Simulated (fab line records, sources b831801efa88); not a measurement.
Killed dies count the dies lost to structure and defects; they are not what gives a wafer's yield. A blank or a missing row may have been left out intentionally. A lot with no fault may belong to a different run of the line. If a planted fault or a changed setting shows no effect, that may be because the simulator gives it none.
2 desks looking at one fault :: flow gf180mcu :: numbers are kept per desk, each desk with only its own; the story behind them comes last

== AT THE METROLOGY DESK ==
Lot by lot, what the gauges showed, no matter which tool ran the lot: averages of those sampled wafers that carry a number. Marked OUT: a lot whose mean sits more than 4 standard deviations from the usual mean, which makes it out of limits; the brackets give that distance.
Columns: A = STI_OXIDATION_01_THK at GF_STI_THK_MEAS_22, usual 14.97 nm; B = DNWELL_TW at GF_DNWELL_TW_MEAS_09, usual 1346; C = NWELL_TW at GF_NWELL_TW_MEAS_11, usual 1583
lot: L627
first seen here: day 2 03:34
A: 15.30
B: 1348
C: 1601

lot: L629
first seen here: day 2 21:49
A: 15.13
B: 1329
C: 1562

lot: L630
first seen here: day 3 00:19
A: 14.39
B: 1337
C: 1606

lot: L631
first seen here: day 3 02:06
A: 15.20
B: 1351
C: 1570

lot: L632
first seen here: day 3 02:06
A: 15.08
B: 1327
C: 1555

lot: L633
first seen here: day 3 06:10
A: 15.27
B: 1348
C: 1606

lot: L634
first seen here: day 3 15:31
A: 14.92
B: 1344
C: 1559

lot: L636
first seen here: day 4 02:17
A: 14.68
B: 1341
C: 1602

lot: L637
first seen here: day 4 08:48
A: 14.75
B: 1350
C: 1613

lot: L639
first seen here: day 4 18:03
A: 14.84
B: 1349
C: 1580

lot: L641
first seen here: day 5 06:56
A: 15.02
B: 1353
C: 1585

lot: L644
first seen here: day 5 18:20
A: 15.33
B: 1355
C: 1557

lot: L648
first seen here: day 6 15:32
A: 15.06
B: 1362
C: 1598
This desk's finding: nothing out of limits on any of the 13 lots.

== DESK OF THE TOOL OWNER: litho-track-02 ==
The tool's own readings at GF_VT_IMPLANT_COAT_02 (resist thk 1000 nm): means of the sampled wafers that have a number, for each lot that ran on this tool. Marked OUT: a lot whose mean sits more than 4 standard deviations from the usual mean, which makes it out of limits; the brackets give that distance.
Columns: A = exhaust-pa at GF_VT_IMPLANT_COAT_02, usual 45.0 Pa; B = spin-speed-rpm at GF_VT_IMPLANT_COAT_02, usual 2999.5 rpm
lot: L627
first seen here: day 5 00:23
A: 45.3
B: 3001.2

lot: L630
first seen here: day 6 07:55
A: 46.8
B: 2999.5

lot: L636
first seen here: day 7 17:28
A: 45.0
B: 2998.9

lot: L639
first seen here: day 8 11:56
A: 45.7
B: 3000.9

lot: L644
first seen here: day 9 16:41
A: 44.1
B: 3299.7 (+99 or more) OUT

lot: L648
first seen here: day 10 19:52
A: 44.3
B: 3299.5 (+99 or more) OUT
This desk's finding: out of limits on L644, L648; first on L644, day 9 16:41 (spin-speed-rpm at GF_VT_IMPLANT_COAT_02). L627, L630, L636, L639: within limits.

== BROUGHT TOGETHER ==
At day 9 16:41, on L644, L648, the tool owner's desk was in a position to raise an alarm.
Nothing out of limits was seen by the metrology desk.
The metrology desk has L644, L648 on record, within its limits.
Every lot named ran GF_VT_IMPLANT_COAT_02 on litho-track-02.

== WHAT THE SIMULATOR PUT IN ==
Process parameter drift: litho-track-02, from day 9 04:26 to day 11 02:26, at GF_VT_IMPLANT_COAT_02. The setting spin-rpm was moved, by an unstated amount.
Struck lots among those shown: L644, L648.
How many hours passed from the start of the fault until each desk's first out-of-limits reading: the tool owner's desk, 12.
